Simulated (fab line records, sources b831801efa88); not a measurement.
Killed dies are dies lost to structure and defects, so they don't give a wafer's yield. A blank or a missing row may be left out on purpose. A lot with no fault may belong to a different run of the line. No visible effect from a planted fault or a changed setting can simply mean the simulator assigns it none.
Chamber matching || flow sky130 || rie diel-01 running SKY_VIA1_ETCH_15: 4 sister chambers
The step etches SiO2 in C4F8/O2/Ar, stops on TiN, target depth 351 nm, time 54 s. 8 wafers are shown with their chamber, then 7 later ones without.

EACH WAFER AND ITS CHAMBER
{"wafer": "L079.3", "chamber": 2, "oes product au (a.u.)": 0.986}
{"wafer": "L082.5", "chamber": 0, "oes product au (a.u.)": 0.976}
{"wafer": "L082.6", "chamber": 3, "oes product au (a.u.)": 0.982}
{"wafer": "L083.1", "chamber": 2, "oes product au (a.u.)": 0.969}
{"wafer": "L083.3", "chamber": 3, "oes product au (a.u.)": 0.991}
{"wafer": "L083.4", "chamber": 1, "oes product au (a.u.)": 0.968}
{"wafer": "L094.1", "chamber": 0, "oes product au (a.u.)": 0.979}
{"wafer": "L094.2", "chamber": 1, "oes product au (a.u.)": 0.968}

WAFERS WITHOUT THEIR CHAMBER
{"wafer": "L094.5", "oes product au (a.u.)": 0.970}
{"wafer": "L096.2", "oes product au (a.u.)": 0.988}
{"wafer": "L096.4", "oes product au (a.u.)": 0.982}
{"wafer": "L096.5", "oes product au (a.u.)": 0.978}
{"wafer": "L097.1", "oes product au (a.u.)": 0.997}
{"wafer": "L097.2", "oes product au (a.u.)": 0.983}
{"wafer": "L097.3", "oes product au (a.u.)": 0.987}

THE CHAMBER EACH PASSED THROUGH
{"wafer": "L094.5", "from the rows above": "can't be placed: 1 or 0 or 2", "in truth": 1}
{"wafer": "L096.2", "from the rows above": "can't be placed: 3 or 0 or 2", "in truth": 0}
{"wafer": "L096.4", "from the rows above": "can't be placed: 0 or 2 or 3 or 1", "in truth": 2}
{"wafer": "L096.5", "from the rows above": "can't be placed: 0 or 2 or 3 or 1", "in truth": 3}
{"wafer": "L097.1", "from the rows above": "can't be placed: 3 or 0 or 2", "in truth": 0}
{"wafer": "L097.2", "from the rows above": "can't be placed: 3 or 0 or 2 or 1", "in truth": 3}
{"wafer": "L097.3", "from the rows above": "can't be placed: 3 or 0 or 2", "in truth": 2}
Correct placement for 0 of the 7. Can't be placed from these rows: 7 (the true chamber is among the candidates in 7). Wrongly placed: 0.
How it was worked out, from the rows above alone: a wafer's distance from a chamber is the root of the sum, over the readings, of the square of ((its reading less the chamber's mean) divided by the reading's scatter). The wafer belongs to the nearest chamber; if the next one is less than 2 further off, it can't be placed. Each chamber's mean is taken over the wafers shown for it. How the scatter is found: for the shown wafers, subtract from each reading the mean of its chamber, square and add these, divide the total by (wafers less chambers), then take the root.
